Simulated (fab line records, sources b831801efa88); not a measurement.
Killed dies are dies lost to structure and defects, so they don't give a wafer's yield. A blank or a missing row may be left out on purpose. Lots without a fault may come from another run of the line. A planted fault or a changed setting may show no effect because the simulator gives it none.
Which tool did it? | flow sky130 | 14 lots, 42 wafers sampled, at 6 steps of a route of 708

WHAT THE GAUGES READ, wafer by wafer
SKY_SONOS_ONO_THK_MEAS_03. Usual: SONOS_ONO_CVD_02_THK 10.48 nm, standard deviation 0.12.
lot  | measured     | on            | SONOS_ONO_CVD_02_THK (nm) | flag
L706 | day 12 01:14 | film_metro-02 | 10.30 10.37 10.17         |
L707 | day 12 18:26 | film_metro-03 | 10.52 10.37 10.42         |
L708 | day 12 22:39 | film_metro-03 | 10.43 10.40 10.45         |
L709 | day 13 01:05 | film_metro-02 | 10.36 10.43 10.42         |
L711 | day 13 12:37 | film_metro-04 | 10.52 10.46 10.52         |
L710 | day 13 14:23 | film_metro-02 | 10.56 10.65 10.52         |
L712 | day 14 07:43 | film_metro-02 | 10.66 10.70 10.56         |
L715 | day 15 01:53 | film_metro-03 | 10.70 10.68 10.77         |
L716 | day 16 04:25 | film_metro-04 | 10.35 10.31 10.45         |
L717 | day 16 04:25 | film_metro-02 | 10.49 10.52 10.36         |
L719 | day 16 13:11 | film_metro-03 | 10.29 10.33 10.59         |
L718 | day 16 13:13 | film_metro-04 | 10.57 10.49 10.53         |
L728 | day 18 15:19 | film_metro-02 | 10.49 10.58 10.56         |
L729 | day 19 09:47 | film_metro-04 | 10.56 10.54 10.48         |

SKY_SONOS_ONO_CD_MEAS_13: target cd 410 nm. Usual: cd_nm 410.3 nm, standard deviation 2.6.
lot  | measured     | on        | cd_nm (nm)        | flag
L706 | day 13 03:19 | cd_sem-01 | 413.4 410.8 411.7 |
L707 | day 13 21:10 | cd_sem-02 | 417.4 414.8 415.8 |
L708 | day 14 01:11 | cd_sem-01 | 409.1 410.4 410.9 |
L709 | day 14 03:40 | cd_sem-01 | 411.9 410.2 411.3 |
L711 | day 14 15:55 | cd_sem-02 | 408.3 408.4 406.9 |
L710 | day 14 18:09 | cd_sem-02 | 406.7 407.3 407.4 |
L712 | day 15 12:19 | cd_sem-01 | 409.1 410.3 408.7 |
L715 | day 16 07:06 | cd_sem-01 | 407.4 409.1 409.1 |
L716 | day 17 09:23 | cd_sem-02 | 408.7 409.0 410.6 |
L717 | day 17 09:42 | cd_sem-01 | 409.0 409.3 410.3 |
L719 | day 17 19:20 | cd_sem-02 | 409.5 410.5 410.7 |
L718 | day 17 19:04 | cd_sem-01 | 412.7 410.6 412.5 |
L728 | day 20 00:29 | cd_sem-01 | 407.1 405.2 407.1 |
L729 | day 20 17:53 | cd_sem-02 | 409.7 412.0 410.5 |

SKY_SD_N_CD_MEAS_07: target cd 380 nm. Usual: cd_nm 380.2 nm, standard deviation 2.1.
lot  | measured     | on        | cd_nm (nm)        | flag
L706 | day 28 08:17 | cd_sem-01 | 379.3 379.7 379.3 |
L707 | day 29 00:34 | cd_sem-01 | 379.9 376.9 379.3 |
L708 | day 29 06:29 | cd_sem-01 | 380.2 379.7 380.8 |
L709 | day 29 13:14 | cd_sem-01 | 377.5 380.1 379.9 |
L711 | day 30 03:42 | cd_sem-01 | 380.3 381.4 380.9 |
L710 | day 30 03:24 | cd_sem-02 | 375.2 376.1 378.2 |
L712 | day 30 23:18 | cd_sem-01 | 379.1 384.7 381.3 |
L715 | day 31 13:13 | cd_sem-01 | 381.2 378.5 381.5 |
L716 | day 32 12:20 | cd_sem-01 | 379.0 380.2 378.9 |
L717 | day 32 13:52 | cd_sem-01 | 377.1 375.7 380.9 |
L719 | day 33 01:00 | cd_sem-02 | 381.4 379.8 381.9 |
L718 | day 32 22:57 | cd_sem-02 | 381.2 382.4 379.1 |
L728 | day 34 21:23 | cd_sem-01 | 455.7 383.7 455.7 | OFF
L729 | day 35 16:25 | cd_sem-01 | 376.5 381.2 453.0 | OFF

SKY_LI_CONTACT_BOW_MEAS_03. Usual: LI_CONTACT_BOW 57 um, standard deviation 7.6.
lot  | measured     | on            | LI_CONTACT_BOW (um) | flag
L706 | day 28 09:58 | film_metro-02 | 57 64 45            |
L707 | day 29 02:14 | film_metro-01 | 62 53 47            |
L708 | day 29 08:10 | film_metro-04 | 60 58 68            |
L709 | day 29 15:01 | film_metro-04 | 56 54 58            |
L711 | day 30 05:28 | film_metro-02 | 60 61 56            |
L710 | day 30 05:05 | film_metro-01 | 51 57 62            |
L712 | day 31 00:59 | film_metro-04 | 69 56 59            |
L715 | day 31 14:54 | film_metro-04 | 54 53 63            |
L716 | day 32 14:01 | film_metro-04 | 59 57 64            |
L717 | day 32 15:34 | film_metro-04 | 56 71 56            |
L719 | day 33 02:41 | film_metro-01 | 60 61 58            |
L718 | day 33 00:38 | film_metro-04 | 53 61 58            |
L728 | day 34 23:04 | film_metro-01 | 55 61 68            |
L729 | day 35 18:06 | film_metro-01 | 54 55 52            |

WHICH TOOL RAN EACH LOT (tool, then ch and the chambers of the sampled wafers, then the start)
lot  | SKY_SD_N_COAT_02                  | SKY_SD_N_STRIP_11
L706 | litho_track-04 ch 0, day 27 17:49 | plasma_asher-02 ch 0,1, day 28 08:44
L707 | litho_track-04 ch 0, day 28 10:01 | plasma_asher-03 ch 0,1, day 29 01:01
L708 | litho_track-04 ch 0, day 28 15:34 | plasma_asher-03 ch 1, day 29 06:56
L709 | litho_track-02 ch 0, day 28 23:05 | plasma_asher-03 ch 0,1, day 29 13:40
L711 | litho_track-04 ch 0, day 29 13:52 | plasma_asher-01 ch 0,1, day 30 04:10
L710 | litho_track-02 ch 0, day 29 13:32 | plasma_asher-03 ch 0,1, day 30 03:50
L712 | litho_track-03 ch 0, day 30 09:23 | plasma_asher-01 ch 0,1, day 30 23:45
L715 | litho_track-03 ch 0, day 30 23:05 | plasma_asher-03 ch 0,1, day 31 13:40
L716 | litho_track-04 ch 0, day 31 22:56 | plasma_asher-02 ch 0,1, day 32 12:46
L717 | litho_track-02 ch 0, day 31 23:52 | plasma_asher-03 ch 0,1, day 32 14:19
L719 | litho_track-02 ch 0, day 32 10:13 | plasma_asher-03 ch 0,1, day 33 01:28
L718 | litho_track-03 ch 0, day 32 08:44 | plasma_asher-03 ch 0,1, day 32 23:24
L728 | litho_track-04 ch 0, day 34 08:14 | plasma_asher-01 ch 0,1, day 34 21:49
L729 | litho_track-04 ch 0, day 35 03:22 | plasma_asher-01 ch 0, day 35 16:52
- SKY_SD_N_COAT_02: resist thk 1140 nm.
- SKY_SD_N_STRIP_11: strips in O2/N2.

WHAT THE TOOLS THEMSELVES READ (means of the sampled wafers that have a number; where no wafer has one, the mark that the record gives instead)
SKY_SD_N_COAT_02. Usual: dispense_pressure_kPa 49.5 kPa, standard deviation 2.6; exhaust_pa 44.9 Pa, standard deviation 0.8.
lot  | tool           | dispense_pressure_kPa (kPa) | exhaust_pa (Pa) | flag
L706 | litho_track-04 | 47.1                        | 45.7            |
L707 | litho_track-04 | 47.1                        | 45.8            |
L708 | litho_track-04 | 47.1                        | 45.5            |
L709 | litho_track-02 | 53.2                        | 44.9            |
L711 | litho_track-04 | 47.1                        | 44.3            |
L710 | litho_track-02 | 53.2                        | 44.9            |
L712 | litho_track-03 | 48.7                        | 45.5            |
L715 | litho_track-03 | 48.6                        | 44.5            |
L716 | litho_track-04 | 47.2                        | 45.0            |
L717 | litho_track-02 | 53.2                        | 45.4            |
L719 | litho_track-02 | 53.2                        | 45.0            |
L718 | litho_track-03 | 48.7                        | 45.6            |
L728 | litho_track-04 | 47.1                        | 44.0            |
L729 | litho_track-04 | 47.2                        | 44.7            |

SKY_SD_N_STRIP_11. Usual: drypump_motor_current_A 5.5 A, standard deviation 0.36; oes_product_au 0.527 a.u., standard deviation 0.0044; strip_time_to_endpoint_s 22.54 s, standard deviation 0.043.
lot  | tool            | drypump_motor_current_A (A) | oes_product_au (a.u.) | strip_time_to_endpoint_s (s) | flag
L706 | plasma_asher-02 | 5.7                         | 0.530                 | 22.57                        |
L707 | plasma_asher-03 | 5.3                         | 0.521                 | 22.49                        |
L708 | plasma_asher-03 | 5.4                         | 0.527                 | 22.56                        |
L709 | plasma_asher-03 | 5.4                         | 0.530                 | 22.60                        |
L711 | plasma_asher-01 | 5.3                         | 0.526                 | 22.53                        |
L710 | plasma_asher-03 | 5.4                         | 0.531                 | 22.60                        |
L712 | plasma_asher-01 | 5.3                         | 0.529                 | 22.60                        |
L715 | plasma_asher-03 | 5.4                         | 0.526                 | 22.58                        |
L716 | plasma_asher-02 | 5.7                         | 0.528                 | 22.56                        |
L717 | plasma_asher-03 | 5.3                         | 0.529                 | 22.60                        |
L719 | plasma_asher-03 | 5.3                         | 0.527                 | 22.56                        |
L718 | plasma_asher-03 | 5.3                         | 0.525                 | 22.56                        |
L728 | plasma_asher-01 | 5.3                         | 0.473                 | 18.23                        | OFF
L729 | plasma_asher-01 | 5.3                         | 0.502                 | 20.36                        | OFF

THE ANSWER, worked out from the rows above alone
Rule: a lot is off if the mean of its wafers that have a number lies more than 3 standard deviations from the usual mean. A lot without any number at a reading at which 4 lots or more have one is off too. The other lots that the step has rows for count as sound. The gauges are gone through in route order, then the tools' own readings, and for those a lot's mean is taken as printed above. The first step at which some lot is off is used, and at that step the reading that is off furthest; a lot without a number counts as furthest.
Off: L728, L729, at SKY_SD_N_CD_MEAS_07 (cd_nm).
A tool fits if, at a process step before that reading, it ran every lot that is off, and no sound lot after the first of them. The gauges at SKY_SD_N_CD_MEAS_07 aren't tried: what is off there is off at SKY_SD_N_STRIP_11 too, on other tools, and a gauge's error can't cause that. One fits: litho_track-04 at SKY_SD_N_COAT_02. Its last sound lot is L716 (day 31 22:56), its first lot that is off L728 (day 34 08:14): a fault that began between those two fits.

WHAT THE SIMULATOR HAD PUT IN
Process parameter drift: litho_track-04, from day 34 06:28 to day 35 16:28, at SKY_SD_N_COAT_02. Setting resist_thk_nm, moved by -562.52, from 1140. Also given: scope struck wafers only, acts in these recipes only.
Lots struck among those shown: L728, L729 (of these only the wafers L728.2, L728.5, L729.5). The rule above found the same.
